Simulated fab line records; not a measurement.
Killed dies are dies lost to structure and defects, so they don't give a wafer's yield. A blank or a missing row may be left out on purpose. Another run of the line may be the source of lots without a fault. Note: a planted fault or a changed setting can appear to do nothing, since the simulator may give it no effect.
Problem report in the 8D (eight disciplines) form, filled by code || flow gf180mcu || the parts of the form that need people (team, actions taken, sign-off) are left out

## 1. THE ISSUE
V2_W_THK at GF_V2_THK_MEAS_25 reads a mean of 359 nm on 1 wafer of 1 lot; wafers without a fault read 338 nm with a standard deviation of 4.9. Relative to the usual mean, that is a shift of +4.3 standard deviations.
The step: measures by xrf.
First observed at day 27 09:30: wafer L509.1, on filmMetro-03. The record holds 33 wafers of 11 lots with a number at this step. The rule behind "out" and "out of limits": a value lying over 4 standard deviations away from the usual mean. Any other wafer with a number is counted as sound.

## 2. WHAT IT IS, AND WHAT IT ISN'T
{"question": "which readings at this step", "is": "V2_W_THK", "is not": "-"}
{"question": "which lots", "is": "L509", "is not": "L489, L491, L492, L496, L497, L498, L499, L500, L501, L512"}
{"question": "which wafers of those lots", "is": "L509.1", "is not": "L509.3, L509.6"}
{"question": "read on which gauges", "is": "filmMetro-03", "is not": "filmMetro-01, filmMetro-02"}
{"question": "when", "is": "from day 27 09:30", "is not": "up to then (29 sound wafers); but 3 sound wafers of L512 came after"}

## 3. SUSPECTS, AND WHAT RULES EACH OUT
Counting: a tool at a process step up to the reading stays a suspect if it ran every lot that is out. Sound lots after the first of them don't rule it out here, since some wafers of a struck lot are sound.
- the gauge at GF_V2_THK_MEAS_25: kept. All the wafers that are out were read on filmMetro-03, and no step on other tools shows them out.
- pvdSputter-02 at GF_M2_SPUTTER_03 (material Ti, target thk 10 nm, time 6.7 s): kept. L509, the lot that is out, went through it at day 25 11:02; up to then, the latest sound lot through it was L498 at day 21 14:43.
- cvdW-02 at GF_V2_CVD_23 (deposits W, target thk 350 nm, time 104.94 s): kept. L509, the lot that is out, went through it at day 27 06:30; up to then, the latest sound lot through it was L501 at day 24 15:13.
Still standing after the count: pvdSputter-02 at GF_M2_SPUTTER_03, cvdW-02 at GF_V2_CVD_23, filmMetro-03 at GF_V2_THK_MEAS_25.

## 4. THE CAUSE (what the simulator had put in)
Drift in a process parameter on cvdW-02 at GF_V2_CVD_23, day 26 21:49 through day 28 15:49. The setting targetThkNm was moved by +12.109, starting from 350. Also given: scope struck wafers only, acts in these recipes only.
After counting, 3 suspects remain, this tool included.

## 5. THE CHAIN OF EFFECTS, in route order
Each row: a reading whose mean over the struck wafers that have a number lies more than 3 standard deviations from the usual. Only readings for which the record gives a usual standard deviation are gone through. hours: the time from each lot's start at the first step in this table that gives one to its start at this step, as a median over the lots. sigmas: the change in usual standard deviations.
{"hours": 0, "step": "GF_V2_RS_MEAS_24", "reading": "V2_W_RS", "usual": "0.329 ohm/sq", "on struck wafers": 0.313, "change": -0.016, "sigmas": -3.9}
{"hours": 3, "step": "GF_V2_THK_MEAS_25", "reading": "V2_W_THK", "usual": "338 nm", "on struck wafers": 359, "change": "+21", "sigmas": "+4.3"}
At these later measuring or inspecting steps, every struck wafer for which the step has a row has a number for every such reading, and none has moved that far: GF_M3_RS_MEAS_05.

## 6. HOW IT WOULD HAVE BEEN CAUGHT EARLIER
In this record the first reading out of limits at a measuring or inspecting step was taken at day 27 09:30, 12 hours after the fault began at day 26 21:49.
Tool readings at GF_V2_CVD_23 with a usual standard deviation given in the record: none out on any struck wafer, hence no alarm at a limit of 4 standard deviations on them.
By day 27 09:30, every lot that is out (1) had started GF_V2_CVD_23 on cvdW-02. None of them would have been spared by holding the tool at that moment.
